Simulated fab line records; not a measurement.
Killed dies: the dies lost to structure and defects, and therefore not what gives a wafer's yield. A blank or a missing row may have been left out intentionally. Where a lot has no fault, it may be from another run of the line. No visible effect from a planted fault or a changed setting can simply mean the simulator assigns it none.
Comparing a struck lot with a sound one || flow sfqLine || 42 out of 325 route steps
Sound: the wafers L825.1, L825.4, L825.6. Struck: wafer L830.6; the same lot's L830.4 was not struck, so it is left out; see the end for the cause.
At each step with rows: each side's tool, then ch and its chambers, then its first start. Under that, the readings that differ: sound wafers || struck wafers || difference of the means || sigmas: that difference in standard deviations of wafers without a fault.
alike: same words and numbers on both sides, and readings whose means sit less than 2 such deviations apart. not compared: any withheld reading, any reading some wafer has no value for, any bound like >300 that may hide the same value, and any number with overlapping values for which the record gives no deviation.
A row with sigmas, a row that says differs or no value, or rows on one side alone: a step with any of these is where the two part. Numbers that have no deviation but don't overlap get no sigmas and don't part them. A reading missing from all wafers of one side parts the sides only when that side holds two or more wafers.

first, 6 steps without rows for these wafers: SFQ_TRILAYER_I0_VIA_LITHO_COAT_036 (resist thk 62 nm); SFQ_TRILAYER_I0_VIA_LITHO_COAT_031 (resist thk 650 nm); SFQ_TRILAYER_I0_VIA_LITHO_SOFTBAKE_035; SFQ_TRILAYER_I0_VIA_LITHO_EXPOSE_032 (exposes mask I0, target cd 500 nm); SFQ_TRILAYER_I0_VIA_LITHO_PEB_034 (peb time 60 s); SFQ_TRILAYER_I0_VIA_LITHO_DEVELOP_033 (time 60 s).
SFQ_I0_OVL_MEAS_908:
  sound on overlay-02 at day 17 13:29; struck on overlay-02 at day 18 08:41
  alike: I0_OVL
SFQ_TRILAYER_I0_VIA_BARC_OPEN_VIA_ETCH_046: etches BARC in O2, target depth 125 nm, time 41.7 s.
  sound on rieDiel-03 ch 1,3, day 17 13:31; struck on rieDiel-04 ch 3, day 18 08:43
{"reading": "rfFwdPowerW (W)", "sound": "492.4 490.7 493.4", "struck": 497.2, "difference": "+5.0", "sigmas": "+3"}
  alike: drypumpMotorCurrentA, oesProductAu
  not compared: rfHoursCounterH
then, 1 step without rows for these wafers: SFQ_TRILAYER_I0_VIA_ETCH_VIA_ETCH_034 (etches SiO2 in CHF3, stops on Nb, target depth 260 nm).
SFQ_TRILAYER_I0_VIA_STRIP_STRIP_035: strips in O2.
  sound on rieMetal-03 ch 0,1, day 17 13:40; struck on rieMetal-03 ch 0, day 18 09:03
  alike: drypumpMotorCurrentA, heBacksideLeakSccm, oesProductAu
  not compared: rfHoursCounterH
then, 2 steps without rows for these wafers: SFQ_TRILAYER_I0_VIA_STRIP_SOLV_CLEAN_036 (cleans in NMP, time 600 s); SFQ_TRILAYER_M1_DEP_PRE_CLEAN_038 (time 22.5 s).
SFQ_TRILAYER_M1_DEP_SPUTTER_037: material Nb, target thk 200 nm, time 133.3 s.
  sound on pvdSputter-06 at day 17 14:28; struck on pvdSputter-06 at day 18 09:40
{"reading": "model.Nb_of_TRILAYER_M1_DEP_SPUTTER_037.thkNm (nm)", "sound": "198.1 201.1 198.6", "struck": 280.1, "difference": "+80.8", "sigmas": ""}
  alike: throttleValvePct
SFQ_M1_RS_MEAS_909: uses a four-point probe to measure.
  sound on filmMetro-03 at day 17 14:34; struck on filmMetro-03 at day 18 09:49
{"reading": "M1_NB_RS (ohm/sq)", "sound": "0.898 0.885 0.896", "struck": 0.632, "difference": -0.261, "sigmas": -26}
then, 6 steps without rows for these wafers: SFQ_TRILAYER_M1_LITHO_COAT_044 (resist thk 62 nm); SFQ_TRILAYER_M1_LITHO_COAT_039 (resist thk 600 nm); SFQ_TRILAYER_M1_LITHO_SOFTBAKE_043; SFQ_TRILAYER_M1_LITHO_EXPOSE_040 (exposes mask M1, target cd 500 nm); SFQ_TRILAYER_M1_LITHO_PEB_042 (peb time 60 s); SFQ_TRILAYER_M1_LITHO_DEVELOP_041 (time 60 s).
SFQ_M1_OVL_MEAS_911:
  sound on overlay-02 at day 17 17:07; struck on overlay-01 at day 18 12:49
  alike: M1_OVL
SFQ_TRILAYER_M1_BARC_OPEN_METAL_ETCH_054: etches BARC in O2, target depth 125 nm, time 41.7 s.
  sound on rieMetal-01 ch 1, day 17 17:09; struck on rieMetal-01 ch 1, day 18 12:51
  alike: drypumpMotorCurrentA, heBacksideLeakSccm, oesProductAu, rfFwdPowerW
  not compared: rfHoursCounterH
SFQ_TRILAYER_M1_ETCH_METAL_ETCH_042: etches Nb in Cl2/Ar, stops on SiO2, target depth 240 nm, time 120 s.
  sound on rieMetal-01 ch 1, day 17 17:13; struck on rieMetal-01 ch 1, day 18 12:56
{"reading": "oesProductAu (a.u.)", "sound": "0.891 0.897 0.892", "struck": 1.003, "difference": "+0.110", "sigmas": "+15"}
  alike: drypumpMotorCurrentA, heBacksideLeakSccm, rfFwdPowerW
  not compared: rfHoursCounterH
then, 4 steps without rows for these wafers: SFQ_TRILAYER_M1_STRIP_STRIP_043 (strips in O2); SFQ_TRILAYER_M1_STRIP_SOLV_CLEAN_044 (cleans in NMP, time 600 s); SFQ_TRILAYER_I1_DEP_PECVD_045 (deposits SiO2 from SiH4/N2O, time 111.11 s, target thk 500 nm); SFQ_TRILAYER_I1_CMP_CMP_046 (polishes SiO2).
SFQ_I1_BOW_MEAS_912:
  sound on filmMetro-02 at day 17 21:11; struck on filmMetro-01 at day 18 16:56
  alike: I1_BOW
then, 7 steps without rows for these wafers: SFQ_TRILAYER_I1_METRO_MEASURE_047; SFQ_TRILAYER_I1_VIA_LITHO_COAT_054 (resist thk 62 nm); SFQ_TRILAYER_I1_VIA_LITHO_COAT_049 (resist thk 650 nm); SFQ_TRILAYER_I1_VIA_LITHO_SOFTBAKE_053; SFQ_TRILAYER_I1_VIA_LITHO_EXPOSE_050 (exposes mask I1, target cd 500 nm); SFQ_TRILAYER_I1_VIA_LITHO_PEB_052 (peb time 60 s); SFQ_TRILAYER_I1_VIA_LITHO_DEVELOP_051 (time 60 s).
-- the record jumps here: 7 days lie between the struck wafers' starts before and after --
SFQ_I1_OVL_MEAS_913:
  sound on overlay-02 at day 24 11:07; struck on overlay-01 at day 25 11:44
{"reading": "I1_OVL (nm)", "sound": "3 2 6", "struck": -8, "difference": -12, "sigmas": -2}
then, 1 step without rows for these wafers: SFQ_TRILAYER_I1_VIA_BARC_OPEN_VIA_ETCH_071 (etches BARC in O2, target depth 125 nm, time 41.7 s).
SFQ_TRILAYER_I1_VIA_ETCH_VIA_ETCH_052: etches SiO2 in CHF3, stops on Nb, target depth 260 nm.
  sound on rieDiel-03 ch 0,1,3, day 24 11:12; struck on rieDiel-03 ch 3, day 25 11:47
  alike: drypumpMotorCurrentA, oesProductAu, rfFwdPowerW
SFQ_TRILAYER_I1_VIA_STRIP_STRIP_053: strips in O2.
  sound on rieMetal-01 ch 0,1, day 24 11:19; struck on rieMetal-02 ch 1, day 25 12:07
{"reading": "heBacksideLeakSccm (sccm)", "sound": "3.44 3.84 3.78", "struck": 3.25, "difference": -0.44, "sigmas": -2}
  alike: drypumpMotorCurrentA, oesProductAu
  not compared: rfHoursCounterH
then, 2 steps without rows for these wafers: SFQ_TRILAYER_I1_VIA_STRIP_SOLV_CLEAN_054 (cleans in NMP, time 600 s); SFQ_TRILAYER_M2_DEP_PRE_CLEAN_056 (time 22.5 s).
-- the record jumps here: 50 days lie between the struck wafers' starts before and after --
SFQ_M8_BOW_MEAS_951:
  sound on filmMetro-03 at day 70 13:32; struck on filmMetro-03 at day 75 00:41
{"reading": "model.etest.m1.combLog10Ohm", "sound": "12 12 12", "struck": 0, "difference": -12, "sigmas": ""}
{"reading": "model.etest.m1.ohmSq", "sound": "0.8982 0.8847 0.896", "struck": 0.6352, "difference": -0.2578, "sigmas": ""}
  alike: M8_BOW

WHERE THEY PART
At SFQ_TRILAYER_I0_VIA_BARC_OPEN_VIA_ETCH_046 first; at SFQ_TRILAYER_I1_VIA_STRIP_STRIP_053 last (within this record only). Later steps at which nothing parts them and some readings are alike: SFQ_M8_BOW_MEAS_951.

WHY: what had been put in by the simulator
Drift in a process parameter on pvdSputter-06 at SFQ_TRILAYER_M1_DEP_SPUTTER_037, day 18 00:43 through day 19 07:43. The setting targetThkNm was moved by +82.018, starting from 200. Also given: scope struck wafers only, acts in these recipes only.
